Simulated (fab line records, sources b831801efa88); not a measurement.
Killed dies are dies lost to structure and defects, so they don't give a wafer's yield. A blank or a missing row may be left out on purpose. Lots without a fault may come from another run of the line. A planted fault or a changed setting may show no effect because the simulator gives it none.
Which tool did it? | flow sky130 | 10 lots, 30 wafers sampled, at 6 steps of a route of 708

WHAT THE GAUGES READ, wafer by wafer
SKY_CONTACT_THK_MEAS_01. Usual: CONTACT_CVD_00_THK 74.9 nm, standard deviation 1.
lot  | measured     | on            | CONTACT_CVD_00_THK (nm) | flag
L438 | day 30 04:17 | film_metro-04 | 76.1 75.2 75.9          |
L440 | day 30 21:25 | film_metro-04 | 73.8 75.7 75.7          |
L444 | day 32 06:00 | film_metro-01 | 74.9 74.0 76.0          |
L447 | day 34 08:45 | film_metro-02 | 74.8 75.0 74.9          |
L448 | day 34 09:23 | film_metro-01 | 75.3 74.8 75.8          |
L451 | day 35 08:43 | film_metro-04 | 74.6 75.2 75.5          |
L452 | day 35 10:07 | film_metro-01 | 75.5 75.6 74.3          |
L455 | day 36 01:46 | film_metro-02 | 73.1 74.3 75.0          |
L457 | day 37 01:28 | film_metro-01 | 75.7 76.8 78.0          |
L460 | day 37 10:13 | film_metro-01 | 74.3 72.9 75.2          |

SKY_METAL1_RS_MEAS_05: measures by four-point-probe. Usual: METAL1_ALCU_RS 0.1270 ohm/sq, standard deviation 0.0011.
lot  | measured     | on            | METAL1_ALCU_RS (ohm/sq) | flag
L438 | day 31 10:15 | film_metro-02 | 0.1233 0.1257 0.1256    |
L440 | day 32 03:01 | film_metro-01 | 0.1267 0.1271 0.1277    |
L444 | day 33 11:27 | film_metro-01 | 0.1271 0.1273 0.1284    |
L447 | day 35 13:08 | film_metro-01 | 0.1260 0.1259 0.1257    |
L448 | day 35 13:19 | film_metro-02 | 0.1268 0.1496 0.1277    | OFF
L451 | day 36 12:53 | film_metro-03 | 0.1282 0.1273 0.1282    |
L452 | day 36 14:04 | film_metro-02 | 0.1279 0.1269 0.1280    |
L455 | day 37 05:50 | film_metro-01 | 0.1273 0.1277 0.1265    |
L457 | day 38 04:47 | film_metro-01 | 0.1262 0.1272 0.1258    |
L460 | day 38 13:53 | film_metro-03 | 0.1272 0.1263 0.1267    |

SKY_METAL1_THK_MEAS_06: measures by xrf. Usual: METAL1_ALCU_THK 247.5 nm, standard deviation 2.8.
lot  | measured     | on            | METAL1_ALCU_THK (nm) | flag
L438 | day 31 10:22 | film_metro-02 | 253.7 250.4 252.6    |
L440 | day 32 03:07 | film_metro-01 | 252.4 248.8 248.8    |
L444 | day 33 11:34 | film_metro-01 | 247.4 247.9 245.2    |
L447 | day 35 13:14 | film_metro-01 | 250.2 251.7 250.3    |
L448 | day 35 13:26 | film_metro-02 | 244.4 214.5 243.9    | OFF
L451 | day 36 13:01 | film_metro-03 | 246.9 245.0 245.6    |
L452 | day 36 14:10 | film_metro-02 | 243.0 246.1 243.1    |
L455 | day 37 05:57 | film_metro-01 | 248.1 243.9 248.2    |
L457 | day 38 04:55 | film_metro-01 | 252.1 246.5 250.9    |
L460 | day 38 14:01 | film_metro-03 | 247.2 248.5 248.4    |

WHICH TOOL RAN EACH LOT (tool, then ch and the chambers of the sampled wafers, then the start)
lot  | SKY_CONTACT_SPUTTER_23       | SKY_METAL1_SPUTTER_02        | SKY_METAL1_SPUTTER_04
L438 | pvd_sputter-01, day 31 09:28 | pvd_sputter-01, day 31 10:10 | pvd_sputter-01, day 31 10:12
L440 | pvd_sputter-02, day 32 02:12 | pvd_sputter-04, day 32 02:54 | pvd_sputter-04, day 32 02:56
L444 | pvd_sputter-01, day 33 10:38 | pvd_sputter-02, day 33 11:20 | pvd_sputter-02, day 33 11:23
L447 | pvd_sputter-01, day 35 12:17 | pvd_sputter-04, day 35 12:59 | pvd_sputter-04, day 35 13:02
L448 | pvd_sputter-03, day 35 12:32 | pvd_sputter-02, day 35 13:14 | pvd_sputter-02, day 35 13:16
L451 | pvd_sputter-02, day 36 12:06 | pvd_sputter-04, day 36 12:48 | pvd_sputter-04, day 36 12:50
L452 | pvd_sputter-03, day 36 13:13 | pvd_sputter-01, day 36 13:55 | pvd_sputter-01, day 36 13:58
L455 | pvd_sputter-02, day 37 05:02 | pvd_sputter-04, day 37 05:44 | pvd_sputter-04, day 37 05:47
L457 | pvd_sputter-03, day 38 04:00 | pvd_sputter-01, day 38 04:42 | pvd_sputter-01, day 38 04:44
L460 | pvd_sputter-03, day 38 13:06 | pvd_sputter-01, day 38 13:48 | pvd_sputter-01, day 38 13:50
- SKY_CONTACT_SPUTTER_23: material TiN, target thk 20 nm, time 80 s.
- SKY_METAL1_SPUTTER_02: material AlCu, target thk 250 nm, time 13.3 s.
- SKY_METAL1_SPUTTER_04: material TiN, target thk 70 nm, time 58.3 s.

WHAT THE TOOLS THEMSELVES READ (means of the sampled wafers that have a number; where no wafer has one, the mark that the record gives instead)
SKY_CONTACT_SPUTTER_23. Usual: throttle_valve_pct 29.3 %, standard deviation 0.68.
lot  | tool           | throttle_valve_pct (%) | flag
L438 | pvd_sputter-01 | 29.5                   |
L440 | pvd_sputter-02 | 28.9                   |
L444 | pvd_sputter-01 | 29.6                   |
L447 | pvd_sputter-01 | 28.9                   |
L448 | pvd_sputter-03 | 29.3                   |
L451 | pvd_sputter-02 | 28.7                   |
L452 | pvd_sputter-03 | 29.5                   |
L455 | pvd_sputter-02 | 29.0                   |
L457 | pvd_sputter-03 | 29.5                   |
L460 | pvd_sputter-03 | 30.0                   |

SKY_METAL1_SPUTTER_02. Usual: throttle_valve_pct 29.5 %, standard deviation 0.93.
lot  | tool           | throttle_valve_pct (%) | flag
L438 | pvd_sputter-01 | 29.1                   |
L440 | pvd_sputter-04 | 30.3                   |
L444 | pvd_sputter-02 | 29.0                   |
L447 | pvd_sputter-04 | 29.1                   |
L448 | pvd_sputter-02 | 29.1                   |
L451 | pvd_sputter-04 | 30.0                   |
L452 | pvd_sputter-01 | 29.8                   |
L455 | pvd_sputter-04 | 29.8                   |
L457 | pvd_sputter-01 | 30.3                   |
L460 | pvd_sputter-01 | 29.3                   |

SKY_METAL1_SPUTTER_04. Usual: throttle_valve_pct 29.5 %, standard deviation 0.92.
lot  | tool           | throttle_valve_pct (%) | flag
L438 | pvd_sputter-01 | 29.1                   |
L440 | pvd_sputter-04 | 30.4                   |
L444 | pvd_sputter-02 | 29.0                   |
L447 | pvd_sputter-04 | 29.4                   |
L448 | pvd_sputter-02 | 29.1                   |
L451 | pvd_sputter-04 | 29.7                   |
L452 | pvd_sputter-01 | 29.8                   |
L455 | pvd_sputter-04 | 30.0                   |
L457 | pvd_sputter-01 | 30.4                   |
L460 | pvd_sputter-01 | 29.5                   |

THE ANSWER, worked out from the rows above alone
Rule: a lot is off if the mean of its wafers that have a number lies more than 3 standard deviations from the usual mean. A lot without any number at a reading at which 4 lots or more have one is off too. The other lots that the step has rows for count as sound. The gauges are gone through in route order, then the tools' own readings, and for those a lot's mean is taken as printed above. The first step at which some lot is off is used, and at that step the reading that is off furthest; a lot without a number counts as furthest.
Off: L448, at SKY_METAL1_RS_MEAS_05 (METAL1_ALCU_RS).
A tool fits if, at a process step before that reading, it ran every lot that is off, and no sound lot after the first of them. The gauges at SKY_METAL1_RS_MEAS_05 are tried like those tools. One fits: pvd_sputter-02 at SKY_METAL1_SPUTTER_02 and SKY_METAL1_SPUTTER_04. At SKY_METAL1_SPUTTER_02 its last sound lot is L444 (day 33 11:20), its first lot that is off L448 (day 35 13:14): a fault that began between those two fits.

WHAT THE SIMULATOR HAD PUT IN
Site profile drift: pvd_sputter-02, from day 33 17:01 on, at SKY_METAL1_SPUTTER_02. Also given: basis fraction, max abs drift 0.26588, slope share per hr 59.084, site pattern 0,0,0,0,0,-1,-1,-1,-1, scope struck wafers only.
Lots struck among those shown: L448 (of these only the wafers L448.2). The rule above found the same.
